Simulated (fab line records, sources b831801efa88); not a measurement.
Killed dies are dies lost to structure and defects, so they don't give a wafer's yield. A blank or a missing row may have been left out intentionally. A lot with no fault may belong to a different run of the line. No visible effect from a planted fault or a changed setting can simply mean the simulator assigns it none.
The tool behind it: which one? | flow sky130 | 26 wafers from 9 lots sampled at 5 of the route's 708 steps

== WHAT EACH GAUGE READ, for each wafer ==
SKY_VIA3_CD_MEAS_12 targets a cd of 200 nm.
lot  | measured     | on        | cd nm (nm)
L301 | day 39 22:50 | cd sem-01 | 199.5 199.9 199.0
L302 | day 40 05:30 | cd sem-01 | 200.1 199.9 200.2
L303 | day 40 13:40 | cd sem-01 | 199.5 199.5 199.0
L304 | day 41 05:37 | cd sem-01 | 199.0 200.7 200.0
L306 | day 42 08:31 | cd sem-01 | 198.9 199.7 197.3
L308 | day 42 10:56 | cd sem-01 | 202.0 200.4 200.3
L309 | day 42 17:41 | cd sem-01 | 201.1 200.2 202.2
L311 | day 43 09:20 | cd sem-02 | 198.0 199.7 198.5
L320 | day 45 16:57 | cd sem-02 | 198.5 198.9

SKY_VIA4_RS_MEAS_19: measures by four-point-probe.
lot  | measured     | on            | VIA4_W_RS (ohm/sq)
L301 | day 43 03:56 | film metro-03 | 0.227 0.227 0.229
L302 | day 43 10:42 | film metro-01 | 0.227 0.225 0.226
L303 | day 43 16:17 | film metro-03 | 0.221 0.219 0.226
L304 | day 44 06:43 | film metro-04 | 0.227 0.228 0.229
L306 | day 45 08:20 | film metro-04 | 0.219 0.223 0.220
L308 | day 45 10:45 | film metro-03 | 0.227 0.226 0.225
L309 | day 45 17:39 | film metro-03 | 0.222 0.225 0.226
L311 | day 46 05:52 | film metro-03 | 0.222 0.223 0.219
L320 | day 48 10:43 | film metro-03 | 0.222 0.166 0.223 0.166

SKY_VIA4_THK_MEAS_20: measures by xrf.
lot  | measured     | on            | VIA4_W_THK (nm)
L301 | day 43 04:01 | film metro-03 | 513 513 512
L302 | day 43 10:47 | film metro-01 | 508 512 513
L303 | day 43 16:23 | film metro-03 | 539 534 517
L304 | day 44 06:50 | film metro-04 | 503 502 500
L306 | day 45 08:28 | film metro-04 | 524 514 523
L308 | day 45 10:52 | film metro-03 | 519 519 520
L309 | day 45 17:46 | film metro-03 | 523 520 518
L311 | day 46 05:59 | film metro-03 | 532 527 540
L320 | day 48 21:48 | film metro-03 | 525 719 524 711

== WHAT TOOL EACH LOT RAN ON (gives the tool, then ch and the chambers of the sampled wafers, and finally the start) ==
lot  | SKY_METAL4_ETCH_16                | SKY_VIA4_CVD_18
L301 | rie metal-04 ch 0,1, day 42 01:56 | cvd w-01 ch 0,1, day 43 03:46
L302 | rie metal-01 ch 0,1, day 42 09:59 | cvd w-01 ch 0,1, day 43 10:32
L303 | rie metal-03 ch 0,1, day 42 15:47 | cvd w-02 ch 0,1, day 43 16:09
L304 | rie metal-03 ch 0,1, day 43 06:19 | cvd w-01 ch 0,1, day 44 06:34
L306 | rie metal-04 ch 0,1, day 44 08:10 | cvd w-02 ch 0,1, day 45 08:11
L308 | rie metal-03 ch 0,1, day 44 10:24 | cvd w-01 ch 0, day 45 10:34
L309 | rie metal-01 ch 0,1, day 44 17:40 | cvd w-02 ch 0,1, day 45 17:29
L311 | rie metal-01 ch 0,1, day 45 06:49 | cvd w-02 ch 0,1, day 46 05:41
L320 | rie metal-01 ch 0, day 47 12:44   | cvd w-02 ch 0,1, day 48 10:35
- SKY_METAL4_ETCH_16: etches BARC in N2/H2, stops on SiO2, time 88.2 s, target depth 60 nm.
- SKY_VIA4_CVD_18: deposits W, target thk 505 nm, time 152.14 s.

== AS READ BY THE TOOLS THEMSELVES (means over the sampled wafers that have a number; for cases with no such wafer, the mark the record gives instead) ==
SKY_METAL4_ETCH_16.
lot  | tool         | drypump motor current A (A) | he backside leak sccm (sccm) | oes product au (a.u.) | rf fwd power W (W) | throttle valve pct (%)
L301 | rie metal-04 | 6.0                         | 4.3                          | 0.621                 | 497.1              | 13.202
L302 | rie metal-01 | 5.5                         | 3.4                          | 0.624                 | 496.7              | 13.204
L303 | rie metal-03 | 5.6                         | 3.6                          | 0.624                 | 497.4              | 13.214
L304 | rie metal-03 | 5.7                         | 3.6                          | 0.630                 | 497.0              | 13.212
L306 | rie metal-04 | 5.5                         | 3.3                          | 0.621                 | 495.9              | 13.209
L308 | rie metal-03 | 5.6                         | 3.5                          | 0.626                 | 497.4              | 13.199
L309 | rie metal-01 | 5.3                         | 3.5                          | 0.622                 | 494.9              | 13.208
L311 | rie metal-01 | 5.3                         | 3.6                          | 0.620                 | 498.4              | 13.200
L320 | rie metal-01 | 5.8                         | 3.4                          | 0.623                 | 498.0              | 13.200

SKY_VIA4_CVD_18.
lot  | tool     | heater power w (W)
L301 | cvd w-01 | 870
L302 | cvd w-01 | 882
L303 | cvd w-02 | 954
L304 | cvd w-01 | 850
L306 | cvd w-02 | 937
L308 | cvd w-01 | 899
L309 | cvd w-02 | 922
L311 | cvd w-02 | 929
L320 | cvd w-02 | 937

== THE ANSWER, worked out from the rows above alone ==
Rule: the lots themselves supply what counts as usual. Put in order of their means at a reading, lots are off if they are a third of the lots or fewer, leave a main group of 4 or more, and stand apart from it by a gap of 3 or more times the standard deviation of the main group's means; of several such gaps the widest counts. The tables above print the reading to a certain number of digits; a main group whose means all agree to those digits is not used. Also off: a lot with no number at a reading for which 4 or more lots have one. Any other lot the step has rows for is counted as sound. After the gauges, taken in route order, come the tools' own readings; for these a lot's mean is taken, as printed above. The first step at which some lot is off is used, and at that step the reading that is off furthest; a lot without a number counts as furthest.
Off: L320, seen at SKY_VIA4_RS_MEAS_19 (VIA4_W_RS). The main group: mean 0.225 ohm/sq, standard deviation 0.0027.
If a tool, at a process step before that reading, ran all the lots that are off and no sound lot after the first of them, it fits. Gauges at SKY_VIA4_RS_MEAS_19: tried the same way as those tools. Can't be told from this: 3 tools fit, rie metal-01 at SKY_METAL4_ETCH_16, cvd w-02 at SKY_VIA4_CVD_18, film metro-03 at SKY_VIA4_RS_MEAS_19.

== WHAT WAS PUT IN BY THE SIMULATOR ==
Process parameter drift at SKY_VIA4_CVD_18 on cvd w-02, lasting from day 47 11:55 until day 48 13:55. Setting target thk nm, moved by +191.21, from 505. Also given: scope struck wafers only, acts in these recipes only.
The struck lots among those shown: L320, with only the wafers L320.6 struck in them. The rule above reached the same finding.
